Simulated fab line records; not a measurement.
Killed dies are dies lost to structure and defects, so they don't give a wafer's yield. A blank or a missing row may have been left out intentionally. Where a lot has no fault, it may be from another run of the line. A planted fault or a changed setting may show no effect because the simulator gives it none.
Chamber matching ; flow sky130 ; rie_si-01 running SKY_FIELD_ISO_ETCH_17: 4 sister chambers
The step etches Si in HBr/Cl2/O2, target depth 342 nm, time 97.7 s. 4 wafers are shown with their chamber, then 11 later ones without.

== WAFERS WITH THEIR CHAMBER ==
wafer;chamber;drypump_motor_current_A (A)
L080.5;0;5.0
L089.1;2;6.7
L089.6;3;5.7
L091.1;1;6.4

== WAFERS WHOSE CHAMBER IS MISSING ==
wafer;drypump_motor_current_A (A)
L091.2;5.7
L091.4;5.0
L093.2;5.7
L093.4;5.0
L093.5;6.4
L095.1;6.4
L095.5;6.4
L095.6;6.6
L097.3;6.4
L097.4;5.7
L097.5;6.4

== WHICH CHAMBER EACH WENT THROUGH ==
wafer;from the rows above;in truth
L091.2;3;3
L091.4;0;0
L093.2;3;3
L093.4;0;0
L093.5;1;1
L095.1;1;1
L095.5;1;1
L095.6;2;2
L097.3;1;1
L097.4;3;3
L097.5;1;1
11 of 11 placed correctly. From these rows, 0 cannot be placed. Wrongly placed: 0.
How it was worked out, from the rows above alone: a wafer's distance from a chamber is the root of the sum, over the readings, of the square of ((its reading less the chamber's mean) divided by the reading's scatter). If the next closest chamber is less than 2 further off than the closest, the wafer can't be placed; otherwise it belongs to the closest. For every chamber, the mean is computed from those of its wafers that are shown. The scatter (one wafer shown for each chamber): square how far every hidden wafer sits from the nearest shown wafer, average those squares and take the square root.
